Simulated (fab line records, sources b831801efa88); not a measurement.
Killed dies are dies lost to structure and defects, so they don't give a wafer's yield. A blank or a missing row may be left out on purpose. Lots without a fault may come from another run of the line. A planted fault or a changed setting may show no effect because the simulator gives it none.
Chamber matching | flow sfq_line | SFQ_TRILAYER_I0_CMP_CMP_028 on cmp-02: 4 sister chambers
The step polishes SiO2. 17 wafers are shown with their chamber, then 8 later ones without.

WAFERS WITH THEIR CHAMBER
wafer  | chamber | motor_current_A (A) | time_to_endpoint_s (s) | head_pressure_psi (psi)
L543.3 | 2       | 9.4                 | 207                    | 2.997
L543.4 | 0       | 11.2                | 200                    | 3.006
L543.6 | 2       | 9.1                 | 209                    | 3.008
L546.1 | 1       | 9.0                 | 196                    | 3.002
L546.2 | 0       | 11.1                | 188                    | 3.001
L546.3 | 2       | 9.1                 | 209                    | 2.990
L547.3 | 0       | 10.9                | 199                    | 2.993
L547.2 | 3       | 10.2                | 211                    | 3.011
L547.4 | 2       | 9.2                 | 218                    | 3.001
L548.2 | 2       | 8.8                 | 211                    | 2.999
L548.3 | 1       | 10.1                | 213                    | 3.005
L548.5 | 1       | 9.5                 | 210                    | 3.006
L551.1 | 0       | 11.3                | 203                    | 3.001
L551.2 | 3       | 9.8                 | 208                    | 2.992
L551.6 | 1       | 9.8                 | 224                    | 3.010
L552.4 | 1       | 9.5                 | 208                    | 2.994
L552.2 | 3       | 10.1                | 194                    | 2.998

SIGNATURES (means of the wafers above)
reading            | chamber 0 | chamber 1 | chamber 2 | chamber 3 | scatter within a chamber
motor_current_A    | 11.125    | 9.580     | 9.120     | 10.033    | 0.282
time_to_endpoint_s | 197.50    | 210.20    | 210.80    | 204.33    | 7.7
head_pressure_psi  | 3.00025   | 3.00340   | 2.99900   | 3.00033   | 0.00673
Rule: a wafer's distance from a chamber is the root of the sum, over the readings, of the square of ((its reading less the chamber's mean) divided by the reading's scatter). The wafer belongs to the nearest chamber; if the next one is less than 2 further off, it can't be placed. The scatter: the root of (the sum of the squares of (reading less its chamber's mean) over the shown wafers, divided by (wafers less chambers)).

WAFERS WITHOUT THEIR CHAMBER
wafer  | motor_current_A (A) | time_to_endpoint_s (s) | head_pressure_psi (psi)
L552.3 | 11.6                | 192                    | 2.993
L560.4 | 11.1                | 199                    | 3.004
L562.2 | 9.4                 | 201                    | 3.001
L562.4 | 10.0                | 204                    | 3.005
L562.6 | 9.0                 | 214                    | 2.995
L564.1 | 9.6                 | 197                    | 2.994
L564.2 | 10.2                | 203                    | 2.993
L564.4 | 8.9                 | 210                    | 3.001

WHICH CHAMBER EACH WENT THROUGH
wafer  | from the rows above          | in truth
L552.3 | 0                            | 0
L560.4 | 0                            | 0
L562.2 | can't be placed: 1 or 2 or 3 | 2
L562.4 | can't be placed: 3 or 1      | 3
L562.6 | can't be placed: 2 or 1      | 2
L564.1 | can't be placed: 3 or 1 or 2 | 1
L564.2 | can't be placed: 3 or 1      | 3
L564.4 | can't be placed: 2 or 1      | 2
Placed correctly: 2 of 8. Can't be placed from these rows: 6 (the true chamber is among the candidates in 6). Placed wrongly: 0.
